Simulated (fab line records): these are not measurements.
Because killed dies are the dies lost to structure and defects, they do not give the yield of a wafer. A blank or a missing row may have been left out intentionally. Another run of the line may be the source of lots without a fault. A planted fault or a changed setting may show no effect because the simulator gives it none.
What tool caused it? || flow gf180mcu || 14 lots, 39 wafers sampled, at 4 steps of a route of 602

## WHAT THE GAUGES READ, wafer by wafer
GF_NSD_TW_MEAS_12. Usual: NSD_TW typically reads 4266, with standard deviation 40.
{"lot": "L692", "measured": "day 13 15:55", "on": "film-metro-03", "NSD_TW": "4263 4266 4247", "flag": ""}
{"lot": "L696", "measured": "day 14 14:22", "on": "film-metro-02", "NSD_TW": "4241 4216 4195", "flag": ""}
{"lot": "L695", "measured": "day 14 20:05", "on": "film-metro-03", "NSD_TW": "4255 4258 4262", "flag": ""}
{"lot": "L697", "measured": "day 15 05:44", "on": "film-metro-02", "NSD_TW": "4178 4182 4176", "flag": ""}
{"lot": "L698", "measured": "day 15 10:04", "on": "film-metro-01", "NSD_TW": "4339 4309 4339", "flag": ""}
{"lot": "L700", "measured": "day 16 08:08", "on": "film-metro-03", "NSD_TW": "4263 4254 4255", "flag": ""}
{"lot": "L702", "measured": "day 17 01:14", "on": "film-metro-01", "NSD_TW": "4314 4309 4310", "flag": ""}
{"lot": "L706", "measured": "day 18 20:56", "on": "film-metro-03", "NSD_TW": "4292 4276", "flag": ""}
{"lot": "L707", "measured": "day 19 00:59", "on": "film-metro-02", "NSD_TW": "4244 4220", "flag": ""}
{"lot": "L708", "measured": "day 19 07:19", "on": "film-metro-02", "NSD_TW": "4241 4227", "flag": ""}
{"lot": "L711", "measured": "day 19 23:07", "on": "film-metro-01", "NSD_TW": "4274 4281 4249", "flag": ""}
{"lot": "L712", "measured": "day 20 07:37", "on": "film-metro-02", "NSD_TW": "4239 4232 4216", "flag": ""}
{"lot": "L714", "measured": "day 20 21:10", "on": "film-metro-01", "NSD_TW": "4334 4320 4313", "flag": ""}
{"lot": "L715", "measured": "day 20 23:47", "on": "film-metro-02", "NSD_TW": "4244 4227 4239", "flag": ""}

GF_PSD_CD_MEAS_07: target cd 400 nm. Usual: 399.5 nm for cd-nm, sd 2.
{"lot": "L692", "measured": "day 14 11:52", "on": "cd-sem-02", "cd-nm (nm)": "402.3 402.8 402.4", "flag": ""}
{"lot": "L696", "measured": "day 15 11:24", "on": "cd-sem-02", "cd-nm (nm)": "399.0 398.0 399.8", "flag": ""}
{"lot": "L695", "measured": "day 15 16:55", "on": "cd-sem-02", "cd-nm (nm)": "398.6 400.2 399.3", "flag": ""}
{"lot": "L697", "measured": "day 16 03:15", "on": "cd-sem-01", "cd-nm (nm)": "396.6 397.2 397.5", "flag": ""}
{"lot": "L698", "measured": "day 16 07:05", "on": "cd-sem-01", "cd-nm (nm)": "398.1 400.1 398.3", "flag": ""}
{"lot": "L700", "measured": "day 17 07:11", "on": "cd-sem-02", "cd-nm (nm)": "401.4 399.3 398.5", "flag": ""}
{"lot": "L702", "measured": "day 18 00:07", "on": "cd-sem-01", "cd-nm (nm)": "400.6 398.2 402.6", "flag": ""}
{"lot": "L706", "measured": "day 19 21:24", "on": "cd-sem-02", "cd-nm (nm)": "397.7 396.8", "flag": ""}
{"lot": "L707", "measured": "day 20 01:05", "on": "cd-sem-02", "cd-nm (nm)": "394.9 395.3", "flag": ""}
{"lot": "L708", "measured": "day 20 07:38", "on": "cd-sem-01", "cd-nm (nm)": "400.9 398.5", "flag": ""}
{"lot": "L711", "measured": "day 20 22:49", "on": "cd-sem-01", "cd-nm (nm)": "403.9 402.7 403.7", "flag": ""}
{"lot": "L712", "measured": "day 21 06:41", "on": "cd-sem-02", "cd-nm (nm)": "397.9 400.5 399.7", "flag": ""}
{"lot": "L714", "measured": "day 21 21:19", "on": "cd-sem-02", "cd-nm (nm)": "400.7 398.4 399.8", "flag": ""}
{"lot": "L715", "measured": "day 21 23:57", "on": "cd-sem-02", "cd-nm (nm)": "398.7 397.4 398.3", "flag": ""}

## WHAT TOOL EACH LOT RAN ON (gives the tool, then ch and the chambers of the sampled wafers, and finally the start)
{"lot": "L692", "GF_NSD_COAT_02": "litho-track-03 ch 0, day 13 05:07", "GF_NSD_STRIP_11": "plasma-asher-03 ch 0,1, day 13 15:49"}
{"lot": "L696", "GF_NSD_COAT_02": "litho-track-02 ch 0, day 14 02:44", "GF_NSD_STRIP_11": "plasma-asher-04 ch 0,1, day 14 14:16"}
{"lot": "L695", "GF_NSD_COAT_02": "litho-track-02 ch 0, day 14 08:01", "GF_NSD_STRIP_11": "plasma-asher-02 ch 0,1, day 14 19:59"}
{"lot": "L697", "GF_NSD_COAT_02": "litho-track-01 ch 0, day 14 18:40", "GF_NSD_STRIP_11": "plasma-asher-02 ch 0,1, day 15 05:39"}
{"lot": "L698", "GF_NSD_COAT_02": "litho-track-03 ch 0, day 14 22:28", "GF_NSD_STRIP_11": "plasma-asher-04 ch 0,1, day 15 09:58"}
{"lot": "L700", "GF_NSD_COAT_02": "litho-track-03 ch 0, day 15 20:21", "GF_NSD_STRIP_11": "plasma-asher-02 ch 0,1, day 16 08:02"}
{"lot": "L702", "GF_NSD_COAT_02": "litho-track-01 ch 0, day 16 13:31", "GF_NSD_STRIP_11": "plasma-asher-04 ch 0,1, day 17 01:08"}
{"lot": "L706", "GF_NSD_COAT_02": "litho-track-03 ch 0, day 18 08:03", "GF_NSD_STRIP_11": "plasma-asher-04 ch 0,1, day 18 20:50"}
{"lot": "L707", "GF_NSD_COAT_02": "litho-track-03 ch 0, day 18 12:18", "GF_NSD_STRIP_11": "plasma-asher-04 ch 0, day 19 00:52"}
{"lot": "L708", "GF_NSD_COAT_02": "litho-track-03 ch 0, day 18 18:51", "GF_NSD_STRIP_11": "plasma-asher-04 ch 1, day 19 07:13"}
{"lot": "L711", "GF_NSD_COAT_02": "litho-track-02 ch 0, day 19 10:16", "GF_NSD_STRIP_11": "plasma-asher-04 ch 0,1, day 19 23:01"}
{"lot": "L712", "GF_NSD_COAT_02": "litho-track-02 ch 0, day 19 19:01", "GF_NSD_STRIP_11": "plasma-asher-02 ch 0,1, day 20 07:31"}
{"lot": "L714", "GF_NSD_COAT_02": "litho-track-01 ch 0, day 20 08:19", "GF_NSD_STRIP_11": "plasma-asher-02 ch 0,1, day 20 21:04"}
{"lot": "L715", "GF_NSD_COAT_02": "litho-track-02 ch 0, day 20 11:10", "GF_NSD_STRIP_11": "plasma-asher-03 ch 0,1, day 20 23:42"}
- GF_NSD_COAT_02: resist thk 1000 nm.
- GF_NSD_STRIP_11: strips in O2/N2.

## WHAT THE TOOLS THEMSELVES READ (means of the sampled wafers that have a number; where no wafer has one, the mark that the record gives instead)
GF_NSD_STRIP_11. Usual: drypump-motor-current-A 5.7 A, standard deviation 0.52; heater-power-w 349 W, standard deviation 20; oes-product-au 0.486 a.u., standard deviation 0.0042; strip-time-to-endpoint-s 22.97 s, standard deviation 0.033.
{"lot": "L692", "tool": "plasma-asher-03", "drypump-motor-current-A (A)": 6.2, "heater-power-w (W)": 363, "oes-product-au (a.u.)": 0.486, "strip-time-to-endpoint-s (s)": 22.94, "flag": ""}
{"lot": "L696", "tool": "plasma-asher-04", "drypump-motor-current-A (A)": 5.9, "heater-power-w (W)": 328, "oes-product-au (a.u.)": 0.483, "strip-time-to-endpoint-s (s)": 22.93, "flag": ""}
{"lot": "L695", "tool": "plasma-asher-02", "drypump-motor-current-A (A)": 5.6, "heater-power-w (W)": 362, "oes-product-au (a.u.)": 0.483, "strip-time-to-endpoint-s (s)": 22.97, "flag": ""}
{"lot": "L697", "tool": "plasma-asher-02", "drypump-motor-current-A (A)": 5.6, "heater-power-w (W)": 358, "oes-product-au (a.u.)": 0.483, "strip-time-to-endpoint-s (s)": 22.95, "flag": ""}
{"lot": "L698", "tool": "plasma-asher-04", "drypump-motor-current-A (A)": 5.6, "heater-power-w (W)": 345, "oes-product-au (a.u.)": 0.490, "strip-time-to-endpoint-s (s)": 23.04, "flag": ""}
{"lot": "L700", "tool": "plasma-asher-02", "drypump-motor-current-A (A)": 5.3, "heater-power-w (W)": 367, "oes-product-au (a.u.)": 0.481, "strip-time-to-endpoint-s (s)": 22.95, "flag": ""}
{"lot": "L702", "tool": "plasma-asher-04", "drypump-motor-current-A (A)": 5.6, "heater-power-w (W)": 342, "oes-product-au (a.u.)": 0.486, "strip-time-to-endpoint-s (s)": 23.01, "flag": ""}
{"lot": "L706", "tool": "plasma-asher-04", "drypump-motor-current-A (A)": 5.8, "heater-power-w (W)": 333, "oes-product-au (a.u.)": 0.485, "strip-time-to-endpoint-s (s)": 22.83, "flag": "OFF"}
{"lot": "L707", "tool": "plasma-asher-04", "drypump-motor-current-A (A)": 5.3, "heater-power-w (W)": 354, "oes-product-au (a.u.)": 0.487, "strip-time-to-endpoint-s (s)": 22.83, "flag": "OFF"}
{"lot": "L708", "tool": "plasma-asher-04", "drypump-motor-current-A (A)": 6.2, "heater-power-w (W)": 324, "oes-product-au (a.u.)": 0.486, "strip-time-to-endpoint-s (s)": 22.79, "flag": "OFF"}
{"lot": "L711", "tool": "plasma-asher-04", "drypump-motor-current-A (A)": 5.7, "heater-power-w (W)": 344, "oes-product-au (a.u.)": 0.485, "strip-time-to-endpoint-s (s)": 23.00, "flag": ""}
{"lot": "L712", "tool": "plasma-asher-02", "drypump-motor-current-A (A)": 5.3, "heater-power-w (W)": 367, "oes-product-au (a.u.)": 0.489, "strip-time-to-endpoint-s (s)": 22.97, "flag": ""}
{"lot": "L714", "tool": "plasma-asher-02", "drypump-motor-current-A (A)": 5.3, "heater-power-w (W)": 360, "oes-product-au (a.u.)": 0.483, "strip-time-to-endpoint-s (s)": 22.99, "flag": ""}
{"lot": "L715", "tool": "plasma-asher-03", "drypump-motor-current-A (A)": 6.2, "heater-power-w (W)": 366, "oes-product-au (a.u.)": 0.488, "strip-time-to-endpoint-s (s)": 22.95, "flag": ""}

## THE ANSWER, worked out from the rows above alone
Rule: take the mean of a lot's wafers that have a number; if it is more than 3 standard deviations from the usual mean, the lot is off. A lot without any number at a reading at which 4 lots or more have one is off too. The other lots that the step has rows for count as sound. The gauges are gone through in route order, then the tools' own readings, and for those a lot's mean is taken as printed above. At the first step where some lot is off, the reading lying furthest off is the one used; lots without a number count as furthest.
Off at GF_NSD_STRIP_11 (strip-time-to-endpoint-s): L706, L707, L708.
A tool fits if, at that step or a process step before it, it ran every lot that is off, and no sound lot after the first of them. One candidate fits, namely litho-track-03 at GF_NSD_COAT_02. Its last sound lot is L700 (day 15 20:21), its first lot that is off L706 (day 18 08:03): a fault that began between those two fits.

## WHAT WAS PUT IN BY THE SIMULATOR
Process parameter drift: litho-track-03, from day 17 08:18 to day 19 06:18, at GF_NSD_COAT_02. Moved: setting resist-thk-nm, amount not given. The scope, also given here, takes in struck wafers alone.
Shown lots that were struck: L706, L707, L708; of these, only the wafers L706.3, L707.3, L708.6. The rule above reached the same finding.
